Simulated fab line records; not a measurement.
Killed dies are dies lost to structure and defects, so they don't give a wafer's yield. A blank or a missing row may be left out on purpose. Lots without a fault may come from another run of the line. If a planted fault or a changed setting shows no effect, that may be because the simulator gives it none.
Chamber matching | flow sky130 | SKY_FIELD_ISO_ETCH_17 on rie si-01 has 4 sister chambers
The step etches Si in HBr/Cl2/O2, target depth 342 nm, time 97.7 s. 14 wafers are shown with their chamber, then 7 later ones without.

== EACH WAFER AND ITS CHAMBER ==
wafer  | chamber | drypump motor current A (A) | oes product au (a.u.) | rf fwd power W (W)
L102.2 | 0       | 6.3                         | 0.998                 | 598.9
L102.3 | 2       | 5.1                         | 1.011                 | 597.9
L102.4 | 3       | 5.4                         | 0.997                 | 597.4
L104.3 | 1       | 6.6                         | 0.985                 | 597.3
L104.4 | 2       | 5.1                         | 0.999                 | 595.5
L104.5 | 0       | 6.2                         | 1.003                 | 598.2
L105.3 | 2       | 5.1                         | 1.009                 | 594.6
L105.5 | 3       | 5.4                         | 1.004                 | 597.4
L105.6 | 2       | 5.1                         | 1.021                 | 596.5
L106.1 | 2       | 5.1                         | 0.990                 | 596.1
L106.4 | 1       | 6.7                         | 0.980                 | 596.9
L106.6 | 0       | 6.2                         | 0.998                 | 597.1
L108.1 | 3       | 5.4                         | 0.997                 | 598.3
L108.2 | 2       | 5.1                         | 1.008                 | 595.2

SIGNATURES, as means of the wafers listed above
reading                 | chamber 0 | chamber 1 | chamber 2 | chamber 3 | scatter within a chamber
drypump motor current A | 6.233     | 6.650     | 5.100     | 5.400     | 0.0342
oes product au          | 0.99967   | 0.98250   | 1.00633   | 0.99933   | 0.00793
rf fwd power W          | 598.067   | 597.100   | 595.967   | 597.700   | 0.948
Rule: for each reading, subtract the chamber's mean from the wafer's reading, divide by that reading's scatter and square the result; add these up over the readings and take the root, which gives the wafer's distance from the chamber. If the next closest chamber is less than 2 further off than the closest, the wafer can't be placed; otherwise it belongs to the closest. How the scatter is found: for the shown wafers, subtract from each reading the mean of its chamber, square and add these, divide the total by (wafers less chambers), then take the root.

== WAFERS WITH NO CHAMBER GIVEN ==
wafer  | drypump motor current A (A) | oes product au (a.u.) | rf fwd power W (W)
L108.3 | 6.7                         | 0.997                 | 597.6
L112.2 | 5.1                         | 0.995                 | 600.2
L112.3 | 5.4                         | 1.011                 | 598.5
L112.4 | 6.3                         | 0.997                 | 599.7
L116.2 | 6.6                         | 0.991                 | 596.3
L116.5 | 5.1                         | 0.999                 | 595.5
L116.6 | 5.4                         | 1.015                 | 598.0

== WHICH CHAMBER EACH WENT THROUGH ==
wafer  | from the rows above | in truth
L108.3 | 1                   | 1
L112.2 | 2                   | 2
L112.3 | 3                   | 3
L112.4 | 0                   | 0
L116.2 | 1                   | 1
L116.5 | 2                   | 2
L116.6 | 3                   | 3
Correctly placed: 7 of 7. Left unplaced by these rows: 0. Wrongly placed: 0.
